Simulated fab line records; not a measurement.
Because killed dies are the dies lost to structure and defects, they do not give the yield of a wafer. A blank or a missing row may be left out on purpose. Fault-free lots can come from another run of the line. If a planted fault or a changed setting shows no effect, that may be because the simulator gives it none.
One fault through the eyes of 2 desks	flow sky130	each desk holds nothing but its own numbers, with what lay behind them at the end

METROLOGY DESK
Means of the sampled wafers that have a number, per lot and without regard to the tool the lot ran on: this is what the gauges read. A lot is out of limits, marked OUT, if its mean lies more than 4 standard deviations from the usual mean; the brackets give that distance.
Columns: A = VIA4_W_RS at SKY_VIA4_RS_MEAS_19, usual 0.227 ohm/sq; B = VIA4_W_THK at SKY_VIA4_THK_MEAS_20, usual 499 nm
lot	first seen here	A	B
L740	day 42 11:22	0.228	499
L741	day 42 19:23	0.229	495
L743	day 43 09:22	0.228	497
L746	day 45 10:02	0.227	497
L747	day 45 13:36	0.227	498
L750	day 45 15:02	0.227	499
L751	day 45 22:52	0.227	497
L752	day 45 23:10	0.228	500
L753	day 46 06:16	0.166 (-20) OUT	718 (+30) OUT
L755	day 46 16:28	0.165 (-21) OUT	720 (+31) OUT
L762	day 48 13:55	0.227	499
L759	day 48 14:27	0.229	498
This desk's result: L753, L755 out of limits, first on L753 (VIA4_W_RS at SKY_VIA4_RS_MEAS_19), day 46 06:16. Within limits: L740, L741, L743, L746, L747, L750, L751, L752, L762, L759.

THE TOOL OWNER'S DESK: cvd w-01
The tool's own readings at SKY_VIA4_CVD_18 (deposits W, target thk 505 nm, time 152.14 s): means of the sampled wafers that have a number, for each lot that ran on this tool. A lot is out of limits, marked OUT, if its mean lies more than 4 standard deviations from the usual mean; the brackets give that distance.
Columns: A = heater power outer w at SKY_VIA4_CVD_18, usual 496 W; B = heater power w at SKY_VIA4_CVD_18, usual 812 W; C = susceptor temp C at SKY_VIA4_CVD_18, usual 399.98 C
lot	first seen here	A	B	C
L740	day 42 11:13	496	798	399.92
L743	day 43 09:13	485	809	399.96
L750	day 45 14:53	504	808	400.03
L752	day 45 23:01	504	805	400.16
L753	day 46 06:05	714	1116	431.44 (+99 or more) OUT
L755	day 46 16:19	711	1088	431.17 (+99 or more) OUT
This desk finds L753, L755 out of limits, L753 being first, at day 46 06:05 (susceptor temp C at SKY_VIA4_CVD_18). Within limits: L740, L743, L750, L752.

TAKEN TOGETHER
The tool owner's desk could have raised an alarm at day 46 06:05, on L753, L755.
Metrology desk: alarm possible at day 46 06:16 on L753, L755.
Every lot named ran SKY_VIA4_CVD_18 on cvd w-01.

WHAT WAS PUT IN BY THE SIMULATOR
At SKY_VIA4_CVD_18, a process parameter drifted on cvd w-01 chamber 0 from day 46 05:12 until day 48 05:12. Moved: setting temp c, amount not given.
Shown lots that were struck: L753, L755.
Fault start to first reading out of limits, in hours, per desk: tool owner, 1; metrology, 1.
